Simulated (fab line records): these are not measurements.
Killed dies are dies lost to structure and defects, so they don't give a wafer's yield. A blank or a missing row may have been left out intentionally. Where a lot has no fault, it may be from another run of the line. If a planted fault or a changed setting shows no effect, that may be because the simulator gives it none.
Lot-split experiment | flow gf180mcu | 5 lots, 23 wafers read, on a route of 602 steps

THE SPLIT
At GF_PASSIVATION_STRIP_12 (strips in O2/N2), the setting power_w was moved away from the recipe's 1400 W on 6 of the 23 wafers read, by -5.4% to -4.4%. For the rest of the wafers, this setting stayed at what the recipe calls for.

The reading comes from the split's own step.

THE READING
oes_product_au, in a.u., at GF_PASSIVATION_STRIP_12 (strips in O2/N2). A value of 0.718 a.u. with a standard deviation of 0.0041 a.u. is what fault-free wafers of this fab line usually give.

wafer  | tool, chamber at the split | power_w as run, W | against the recipe | oes_product_au, a.u. | against lot-mates on the recipe
L074.2 | plasma_asher-02, 0         | 1400              | recipe             | 0.719                | -
L074.3 | plasma_asher-02, 1         | 1400              | recipe             | 0.715                | -
L074.4 | plasma_asher-02, 0         | 1400              | recipe             | 0.722                | -
L074.5 | plasma_asher-02, 0         | 1400              | recipe             | 0.717                | -
L074.6 | plasma_asher-02, 1         | 1400              | recipe             | 0.724                | -
L075.1 | plasma_asher-04, 0         | 1400              | recipe             | 0.719                | -
L075.2 | plasma_asher-04, 1         | 1324              | -5.4%              | 0.690                | -0.025
L075.3 | plasma_asher-04, 0         | 1400              | recipe             | 0.711                | -
L075.4 | plasma_asher-04, 1         | 1324              | -5.4%              | 0.701                | -0.014
L075.5 | plasma_asher-04, 0         | 1324              | -5.4%              | 0.695                | -0.020
L076.2 | plasma_asher-02, 1         | 1400              | recipe             | 0.721                | -
L076.5 | plasma_asher-02, 1         | 1400              | recipe             | 0.719                | -
L076.6 | plasma_asher-02, 0         | 1400              | recipe             | 0.714                | -
L080.1 | plasma_asher-04, 0         | 1400              | recipe             | 0.721                | -
L080.2 | plasma_asher-04, 1         | 1400              | recipe             | 0.721                | -
L080.3 | plasma_asher-04, 0         | 1400              | recipe             | 0.719                | -
L080.4 | plasma_asher-04, 1         | 1400              | recipe             | 0.725                | -
L080.5 | plasma_asher-04, 0         | 1400              | recipe             | 0.724                | -
L085.1 | plasma_asher-04, 0         | 1339              | -4.4%              | 0.703                | -0.017
L085.2 | plasma_asher-04, 1         | 1400              | recipe             | 0.722                | -
L085.4 | plasma_asher-04, 0         | 1339              | -4.4%              | 0.698                | -0.022
L085.5 | plasma_asher-04, 0         | 1339              | -4.4%              | 0.699                | -0.021
L085.6 | plasma_asher-04, 1         | 1400              | recipe             | 0.717                | -

THE FIT
A straight line over all 23 wafers: oes_product_au changes by +0.00444 a.u. for each +1% of power_w; r = +0.94; the points scatter about the line by 0.0038 a.u.
The same after taking each lot's own level away (the mean of its wafers on the recipe; 23 wafers): +0.00394 a.u. for each +1%; r = +0.93; scatter 0.0034 a.u.
The reading moves by 0.021 a.u. for the largest change in power_w, on that fit.
Across the lots, their own levels run from 0.7150 to 0.7220 a.u., a range of 1.7 times the standard deviation given above.
So the lot-to-lot level changes the slope: the two fits differ.
Check: for one of the wafers moved furthest among these (-5.4%), held out of the fit, the line's prediction against its lot-mates is -0.0206 a.u. It came out at -0.025 a.u. against them.
Tool readings at the split's step, against how far the setting was moved: oes_product_au r = +0.94; strip_time_to_endpoint_s r = -0.97.

FURTHER SPLITS ON THESE WAFERS
Note: prior to the reading, these wafers also went through further splits. Each is held against what the fit with the lots' levels taken away leaves over:
other split on the same wafers   | wafers away from the commonest value | r with oes_product_au (lot level and that fit taken away)
GF_M5_EXPOSE_04 dose_mj          | 10                                   | +0.07
GF_M5_METAL_ETCH_10 time_s       | 11                                   | -0.25
GF_V5_CMP_04 leave_above_ref_nm  | 9                                    | +0.09
GF_V5_DEVELOP_13 dev_temp_c      | 7                                    | +0.53
GF_V5_SPUTTER_21 time_s          | 9                                    | -0.53
GF_TOP_METAL_SPUTTER_00 power_w  | 6                                    | +0.09
GF_TOP_METAL_EXPOSE_11 dose_mj   | 5                                    | +0.17
GF_TOP_METAL_METAL_ETCH_16 icp_w | 9                                    | +0.06

THE WHOLE CHAIN: every reading that the file lists as answering this split, in the file's order
step                    | what it does    | reading                  | change (the file's fit)                   | r (the file's)
GF_PASSIVATION_STRIP_12 | strips in O2/N2 | oes_product_au           | +0.00397 a.u. for each +1% of the setting | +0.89
GF_PASSIVATION_STRIP_12 | strips in O2/N2 | strip_time_to_endpoint_s | withheld for each +1% of the setting      | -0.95

THE FILE'S OWN FIT
oes_product_au changes by +0.00397 a.u. for each +1% of power_w, r = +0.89.
